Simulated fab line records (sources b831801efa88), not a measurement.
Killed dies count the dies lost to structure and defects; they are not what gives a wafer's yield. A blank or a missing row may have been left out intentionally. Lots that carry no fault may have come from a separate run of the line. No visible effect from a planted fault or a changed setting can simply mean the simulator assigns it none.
The tool behind it: which one?    flow gf180mcu    18 wafers from 6 lots sampled at 4 of the route's 602 steps

## WHAT THE GAUGES SHOWED, per wafer
GF_M4_RS_MEAS_05: a four-point-probe measurement.
lot   measured      on             M4_ALCU_RS (ohm/sq)
L745  day 23 13:35  film_metro-01  0.0697 0.0697 0.0693
L748  day 25 01:08  film_metro-02  0.0698 0.0705 0.0701
L751  day 26 02:25  film_metro-02  0.0698 0.0705 0.0696
L752  day 26 07:11  film_metro-01  0.0694 0.0708 0.0688
L758  day 28 03:21  film_metro-04  0.0694 0.0691 0.0694
L763  day 29 05:30  film_metro-02  0.0697 0.0700 0.0709

## WHICH TOOL RAN EACH LOT (tool, then ch and the chambers of the sampled wafers, then the start)
lot   GF_V3_SPUTTER_21              GF_M4_SPUTTER_00              GF_M4_SPUTTER_04
L745  pvd_sputter-03, day 23 12:40  pvd_sputter-04, day 23 13:22  pvd_sputter-04, day 23 13:32
L748  pvd_sputter-02, day 25 00:13  pvd_sputter-04, day 25 00:55  pvd_sputter-04, day 25 01:05
L751  pvd_sputter-03, day 26 01:22  pvd_sputter-04, day 26 02:10  pvd_sputter-04, day 26 02:22
L752  pvd_sputter-02, day 26 06:16  pvd_sputter-01, day 26 06:58  pvd_sputter-01, day 26 07:08
L758  pvd_sputter-02, day 28 02:25  pvd_sputter-04, day 28 03:07  pvd_sputter-04, day 28 03:17
L763  pvd_sputter-02, day 29 04:35  pvd_sputter-03, day 29 05:17  pvd_sputter-03, day 29 05:28
- GF_V3_SPUTTER_21: material Ti, target thk 15 nm, time 80.02 s.
- GF_M4_SPUTTER_00: material Ti, target thk 37.5 nm, time 150 s.
- GF_M4_SPUTTER_04: material TiN, target thk 50 nm, time 41.7 s.

## THE ANSWER, worked out from the rows above alone
Rule: the lots themselves supply what counts as usual. Put in order of their means at a reading, lots are off if they are a third of the lots or fewer, leave a main group of 4 or more, and stand apart from it by a gap of 3 or more times the standard deviation of the main group's means; of several such gaps the widest counts. A main group is skipped when, at the precision printed for the reading in the tables above, its means are all equal. Also off: a lot with no number at a reading for which 4 or more lots have one. Any other lot the step has rows for is counted as sound.
Across all readings shown, no lot is off: no conclusion can be drawn from this.

## WHAT THE SIMULATOR PUT IN
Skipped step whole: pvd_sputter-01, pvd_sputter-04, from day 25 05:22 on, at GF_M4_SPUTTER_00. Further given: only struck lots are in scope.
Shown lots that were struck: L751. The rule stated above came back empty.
